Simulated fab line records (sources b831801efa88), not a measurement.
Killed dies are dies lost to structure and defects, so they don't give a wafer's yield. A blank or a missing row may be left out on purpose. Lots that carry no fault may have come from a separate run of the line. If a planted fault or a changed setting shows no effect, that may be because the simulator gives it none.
fab line records	flow gf180mcu
record lots=15	wafers=45	last-day=34
route steps=602 shown MVSD@76 VT_IMPLANT@94 HV_LDD@198 CONTACT@290
lots untouched by any fault: they come from a run of this same line in which no faults occurred
start-h: start of the lot's first displayed wafer, in hours after the record's first day	wait-h: time in hours since the lot's previous step	" same as the row above	L1.1+2: one row covering several wafers at once	- value missing, or start not given	* or withheld: withheld	< > ~ a bound
route shown NAME@n: NAME is a module with steps in the file, n the number in the route of the first one	usual: mean and standard deviation over wafers with no fault	same: alike in all rows	chamber/n: place in a boat	sites: per-site readings	_std_site: how widely they spread, as a standard deviation	_edge_site: mean of outer sites minus mean of inner sites	radius-mm: for every site, how far away it sits from the centre of the wafer	mask NAME#n: copy n	behind: the last tool/chamber to shape the wafer	hold: why the lot was held/for how many hours/how that ended	device: which transistor (n, p or np) failed to switch	end of line: the tests these same wafers got at the end of their route	a step given without rows: its recipe and nothing more	killed: the dies lost at the first sort to structure and to defects; this is not the yield of the wafer	map: dies across one wafer; x = killed, . = not, _ = none there
set.NAME: setting as actually run; set.NAME@STEP: the setting as run at that earlier step	model.NAME: the simulator's own value behind a step, which no gauge read
steps of the route over a sample of lots; a table a step, a row a wafer
services: the hour from which a tool's chamber was out of use, counted from the record's first day as start-h (under 0 if before that day), plus the number of hours and why
## steps
# step GF_MVSD_STRIP_10
# recipe chemistry=O2/N2	power-w=1400	pressure-mtorr=1500	platen-temp-c=250	o2-flow-sccm=3000	n2-flow-sccm=300	overash-fraction=0.5
# usual drypump-motor-current-A=5.5/0.42	heater-power-w=344/21	oes-product-au=0.723/0.0049	strip-time-to-endpoint-s=36.94/0.091
lot.wafer	tool	chamber	start-h	wait-h	drypump-motor-current-A	heater-power-w	oes-product-au	rf-hours-counter-h	strip-time-to-endpoint-s
L713.2	plasma-asher-03	1	82.20	0.1	6.2	346	0.722	41	36.75
L713.3	"	1	"	"	6.2	340	0.718	-	36.88
L713.4	"	0	"	"	5.1	326	0.719	-	36.81
L715.2	plasma-asher-01	1	94.41	0.1	4.9	337	0.708	32	36.98
L715.3	"	1	"	"	5.0	344	0.718	-	36.95
L715.4	"	0	"	"	5.6	307	0.722	-	36.80
L716.3	plasma-asher-03	1	99.24	0.1	6.2	345	0.723	-	37.01
L716.4	"	0	"	"	5.1	337	0.723	-	36.89
L716.6	"	0	"	"	5.1	339	0.724	-	36.96
L718.1	plasma-asher-02	1	110.14	0.1	5.5	380	0.723	45	36.98
L718.3	"	0	"	"	5.8	357	0.717	-	36.87
L718.4	"	1	"	"	5.5	362	0.727	-	36.88
L719.1	plasma-asher-02	0	115.39	0.1	5.8	363	0.711	45	37.05
L719.2	"	1	"	"	5.5	371	0.713	45	36.87
L719.3	"	1	"	"	5.5	362	0.721	-	36.90
L726.3	plasma-asher-02	1	157.03	0.1	5.5	377	0.727	-	36.91
L726.4	"	0	"	"	5.8	368	0.722	-	36.91
L726.5	"	0	"	"	5.8	365	0.727	-	36.82
L727.2	plasma-asher-03	0	161.46	0.1	5.1	325	0.725	4	36.94
L727.3	"	1	"	"	6.2	346	0.724	-	36.88
L727.6	"	0	"	"	5.1	320	0.726	-	36.86
L728.2	plasma-asher-03	1	168.79	0.1	6.1	336	0.723	5	37.07
L728.3	"	1	"	"	6.2	340	0.723	-	36.99
L728.6	"	1	"	"	6.1	343	0.721	-	36.92
L730.1	plasma-asher-01	0	178.34	0.1	5.6	306	0.725	41	36.89
L730.2	"	1	"	"	4.9	348	0.727	41	37.03
L730.3	"	0	"	"	5.6	309	0.723	-	36.92
L731.1	plasma-asher-02	0	187.71	0.1	5.8	364	0.720	53	36.92
L731.3	"	1	"	"	5.5	373	0.720	-	36.84
L731.4	"	0	"	"	5.8	362	0.712	-	36.94
L732.1	plasma-asher-03	1	191.84	0.1	6.2	340	0.717	7	37.04
L732.2	"	0	"	"	5.0	329	0.722	7	37.01
L732.6	"	1	"	"	6.1	343	0.721	-	37.09
L733.1	plasma-asher-02	0	202.44	0.1	5.8	356	0.716	54	36.93
L733.2	"	1	"	"	5.5	384	0.724	54	36.99
L733.6	"	1	"	"	5.5	371	0.726	-	37.05
L734.1	plasma-asher-02	1	216.21	0.1	5.5	371	0.724	55	36.99
L734.2	"	0	"	"	5.8	354	0.728	55	36.96
L734.3	"	0	"	"	5.8	364	0.720	-	36.82
L735.1	plasma-asher-03	0	216.56	0.1	5.0	331	0.725	10	36.89
L735.2	"	1	"	"	6.2	337	0.724	10	36.90
L735.4	"	1	"	"	6.2	340	0.723	-	36.79
L736.1	plasma-asher-02	0	230.44	0.1	5.8	366	0.717	57	36.98
L736.3	"	0	"	"	5.8	361	0.731	-	36.91
L736.4	"	1	"	"	5.5	365	0.726	-	37.04
# step GF_VT_IMPLANT_EXPOSE_04
# recipe mask-id=LVPWELL_LV_AREA	target-cd-nm=600	na=0.6	source-shape=conventional	sigma-outer=0.6	dose-mj=140
# usual exposure-dose-mJ-cm2=140.02/0.16	focus-offset-nm=-0.1/0.49
lot.wafer	tool	chamber	start-h	wait-h	mask	exposure-dose-mJ-cm2	focus-offset-nm
L713.2	iline-stepper-02	0	103.47	-	LVPWELL_LV_AREA#0	139.97	-0.2
L713.3	"	0	"	"	LVPWELL_LV_AREA#0	139.74	0.1
L713.4	"	0	"	"	LVPWELL_LV_AREA#0	139.78	-0.8
L715.2	iline-stepper-01	0	115.84	-	LVPWELL_LV_AREA#0	139.73	0.0
L715.3	"	0	"	"	LVPWELL_LV_AREA#0	139.89	-0.6
L715.4	"	0	"	"	LVPWELL_LV_AREA#0	139.78	-0.1
L716.3	iline-stepper-01	0	121.06	-	LVPWELL_LV_AREA#0	140.20	0.5
L716.4	"	0	"	"	LVPWELL_LV_AREA#0	140.18	0.4
L716.6	"	0	"	"	LVPWELL_LV_AREA#0	140.06	0.5
L718.1	iline-stepper-01	0	132.52	-	LVPWELL_LV_AREA#0	139.75	-0.7
L718.3	"	0	"	"	LVPWELL_LV_AREA#0	139.89	-0.5
L718.4	"	0	"	"	LVPWELL_LV_AREA#0	139.78	0.0
L719.1	iline-stepper-01	0	137.52	-	LVPWELL_LV_AREA#0	140.08	0.1
L719.2	"	0	"	"	LVPWELL_LV_AREA#0	140.16	-0.4
L719.3	"	0	"	"	LVPWELL_LV_AREA#0	140.06	-0.8
L726.3	iline-stepper-02	-	180.94	-	LVPWELL_LV_AREA#0	-	-
L726.4	"	-	"	"	LVPWELL_LV_AREA#0	-	-
L726.5	"	-	"	"	LVPWELL_LV_AREA#0	-	-
L727.2	iline-stepper-02	-	186.29	-	LVPWELL_LV_AREA#0	-	-
L727.3	"	-	"	"	LVPWELL_LV_AREA#0	-	-
L727.6	"	-	"	"	LVPWELL_LV_AREA#0	-	-
L728.2	iline-stepper-02	-	193.84	-	LVPWELL_LV_AREA#0	-	-
L728.3	"	-	"	"	LVPWELL_LV_AREA#0	-	-
L728.6	"	-	"	"	LVPWELL_LV_AREA#0	-	-
L730.1	iline-stepper-01	0	203.67	-	LVPWELL_LV_AREA#0	139.83	-0.2
L730.2	"	0	"	"	LVPWELL_LV_AREA#0	140.02	0.1
L730.3	"	0	"	"	LVPWELL_LV_AREA#0	139.88	-0.5
L731.1	iline-stepper-01	0	213.47	-	LVPWELL_LV_AREA#0	139.94	-0.5
L731.3	"	0	"	"	LVPWELL_LV_AREA#0	140.11	-0.2
L731.4	"	0	"	"	LVPWELL_LV_AREA#0	139.88	-0.5
L732.1	iline-stepper-01	0	218.67	-	LVPWELL_LV_AREA#0	140.34	-0.9
L732.2	"	0	"	"	LVPWELL_LV_AREA#0	140.18	0.2
L732.6	"	0	"	"	LVPWELL_LV_AREA#0	140.17	-0.4
L733.1	iline-stepper-01	0	229.27	-	LVPWELL_LV_AREA#0	140.05	-0.1
L733.2	"	0	"	"	LVPWELL_LV_AREA#0	140.32	0.3
L733.6	"	0	"	"	LVPWELL_LV_AREA#0	140.06	0.1
L734.1	iline-stepper-02	0	244.58	-	LVPWELL_LV_AREA#0	140.03	-0.6
L734.2	"	0	"	"	LVPWELL_LV_AREA#0	140.10	0.3
L734.3	"	0	"	"	LVPWELL_LV_AREA#0	139.84	-0.5
L735.1	iline-stepper-02	0	245.22	-	LVPWELL_LV_AREA#0	140.06	-0.5
L735.2	"	0	"	"	LVPWELL_LV_AREA#0	140.08	-0.2
L735.4	"	0	"	"	LVPWELL_LV_AREA#0	140.11	0.7
L736.1	iline-stepper-02	0	257.91	-	LVPWELL_LV_AREA#0	140.30	0.0
L736.3	"	0	"	"	LVPWELL_LV_AREA#0	140.08	0.0
L736.4	"	0	"	"	LVPWELL_LV_AREA#0	140.19	-0.7
# step GF_HV_LDD_STRIP_22
# recipe chemistry=O2/N2	power-w=1400	pressure-mtorr=1500	platen-temp-c=250	o2-flow-sccm=3000	n2-flow-sccm=300	overash-fraction=0.5
# usual drypump-motor-current-A=5.6/0.5	heater-power-w=327/22	oes-product-au=0.716/0.0046	strip-time-to-endpoint-s=12.61/0.035
lot.wafer	tool	chamber	start-h	wait-h	drypump-motor-current-A	heater-power-w	oes-product-au	rf-hours-counter-h	strip-time-to-endpoint-s
L713.2	plasma-asher-03	0	234.03	0.1	5.1	327	0.717	11	12.59
L713.3	"	1	"	"	6.1	346	0.715	-	12.59
L713.4	"	0	"	"	5.1	329	0.711	-	12.61
L715.2	plasma-asher-03	0	247.21	0.1	5.0	327	0.715	13	12.57
L715.3	"	1	"	"	6.2	333	0.715	-	12.60
L715.4	"	0	"	"	5.1	328	0.720	-	12.64
L716.3	plasma-asher-03	1	254.59	0.1	6.1	342	0.715	-	12.66
L716.4	"	0	"	"	5.1	326	0.721	-	12.66
L716.6	"	0	"	"	5.0	333	0.720	-	12.66
L718.1	plasma-asher-01	1	265.18	0.1	4.9	333	0.723	50	12.66
L718.3	"	1	"	"	5.0	347	0.720	-	12.64
L718.4	"	0	"	"	5.6	307	0.708	-	12.64
L719.1	plasma-asher-04	1	276.46	0.1	6.2	292	0.722	63	12.59
L719.2	"	0	"	"	5.6	348	0.720	63	12.56
L719.3	"	0	"	"	5.6	339	0.707	-	12.59
L730.1	plasma-asher-04	0	361.21	0.1	5.6	344	0.715	72	12.59
L730.2	"	1	"	"	6.2	283	0.720	72	12.59
L730.3	"	0	"	"	5.6	354	0.704	-	12.59
L731.1	plasma-asher-03	0	368.17	0.1	5.0	323	0.713	24	12.60
L731.3	"	1	"	"	6.1	347	0.713	-	12.59
L731.4	"	0	"	"	5.1	319	0.714	-	12.62
L732.1	plasma-asher-01	1	377.12	0.1	5.0	344	0.715	62	12.60
L732.2	"	0	"	"	5.6	306	0.710	62	12.57
L732.6	"	1	"	"	5.0	334	0.717	-	12.62
L733.1	plasma-asher-03	1	389.47	0.1	6.2	342	0.714	27	12.66
L733.2	"	0	"	"	5.0	327	0.721	27	12.66
L733.6	"	1	"	"	6.2	345	0.724	-	12.60
L734.1	plasma-asher-04	0	411.12	0.1	5.6	347	0.720	77	12.55
L734.2	"	1	"	"	6.2	285	0.718	77	12.58
L734.3	"	1	"	"	6.2	286	0.723	-	12.53
L735.1	plasma-asher-01	0	414.82	0.1	5.6	303	0.723	66	12.59
L735.2	"	1	"	"	4.9	339	0.708	66	12.64
L735.4	"	1	"	"	4.9	349	0.713	-	12.61
L736.1	plasma-asher-03	0	426.00	0.1	5.0	326	0.721	30	12.57
L736.3	"	1	"	"	6.2	346	0.715	-	12.61
L736.4	"	0	"	"	5.1	334	0.718	-	12.62
# step GF_CONTACT_THK_MEAS_03
# recipe reads=SiO2_of_CONTACT_CVD_02
# usual CONTACT_CVD_02_THK=863/12
lot.wafer	tool	chamber	start-h	wait-h	CONTACT_CVD_02_THK[nm]
L713.2	film-metro-04	-	338.93	0.0	851
L713.3	"	-	"	"	857
L713.4	"	-	"	"	873
L715.2	film-metro-04	-	354.47	0.0	849
L715.3	"	-	"	"	844
L715.4	"	-	"	"	869
L716.3	film-metro-02	-	363.23	0.1	859
L716.4	"	-	"	"	876
L716.6	"	-	"	"	885
L718.1	film-metro-03	-	374.39	0.0	862
L718.3	"	-	"	"	860
L718.4	"	-	"	"	865
L719.1	film-metro-04	-	386.31	0.0	856
L719.2	"	-	"	"	852
L719.3	"	-	"	"	853
L730.1	film-metro-04	-	483.61	0.0	864
L730.2	"	-	"	"	872
L730.3	"	-	"	"	864
L731.1	film-metro-04	-	492.85	0.0	864
L731.3	"	-	"	"	868
L731.4	"	-	"	"	872
L732.1	film-metro-03	-	501.81	0.0	868
L732.2	"	-	"	"	865
L732.6	"	-	"	"	875
L733.1	film-metro-03	-	514.15	0.0	867
L733.2	"	-	"	"	863
L733.6	"	-	"	"	869
L734.1	film-metro-03	-	535.96	0.1	854
L734.2	"	-	"	"	837
L734.3	"	-	"	"	863
L735.1	film-metro-04	-	538.20	0.0	862
L735.2	"	-	"	"	856
L735.4	"	-	"	"	866
L736.1	film-metro-03	-	551.30	0.0	866
L736.3	"	-	"	"	864
L736.4	"	-	"	"	875
## services
tool	chamber	start-h	hours	kind
plasma-asher-02	-	64.98	6.2	repair
iline-stepper-02	-	80.50	1.0	repair
iline-stepper-01	-	93.37	1.7	pm
plasma-asher-01	-	108.01	2.8	pm
plasma-asher-03	-	108.75	9.0	pm
plasma-asher-03	0	108.75	9.0	vent-cycle
plasma-asher-03	1	108.75	9.0	vent-cycle
plasma-asher-03	0	117.75	-	clean
plasma-asher-03	1	117.75	-	clean
iline-stepper-01	-	193.24	7.7	repair
iline-stepper-02	-	218.70	4.3	repair
iline-stepper-02	-	259.22	4.4	pm
iline-stepper-02	-	268.69	1.7	pm
plasma-asher-03	-	269.81	0.5	repair
iline-stepper-02	-	270.94	16.0	repair
iline-stepper-01	-	311.55	1.7	pm
iline-stepper-02	-	418.46	28.9	pm
plasma-asher-02	-	421.25	9.0	pm
plasma-asher-02	0	421.25	9.0	vent-cycle
plasma-asher-02	1	421.25	9.0	vent-cycle
## key
first-sign step=GF_VT_IMPLANT_EXPOSE_04	reading=tool-record	direction=missing
effect none on later readings
met-at GF_VT_IMPLANT_EXPOSE_04
struck-lots L726,L727,L728
later-rows-left-out L726.3,L726.4,L726.5,L727.2,L727.3,L727.6,L728.2,L728.3,L728.6
sort-left-out L726.3,L726.4,L726.5,L727.2,L727.3,L727.6,L728.2,L728.3,L728.6
tester-left-out L726,L727,L728
not-acting-at GF_MVSD_STRIP_10,GF_HV_LDD_STRIP_22,GF_CONTACT_THK_MEAS_03
onset-between 103.47 180.94
fault kind=skipped-step-whole	tool=iline-stepper-02	chamber=-	onset-h=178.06	steps=GF_VT_IMPLANT_EXPOSE_04	scope=struck-lots-only
# tester-left-out: of these lots the tester's yield and bins aren't shown, on N5 and GAA mostly nor the transistor test; their killed dies are dies lost to structure and defects alone, not to doping, threshold or leakage, so they don't give the yield
# sort-left-out: the simulated sort isn't trusted on such a fault, so these wafers' sort isn't shown, and their yield isn't known
# later-rows-left-out: the simulator's readings of these wafers behind a module that went badly wrong aren't trusted and aren't shown, but for the sort
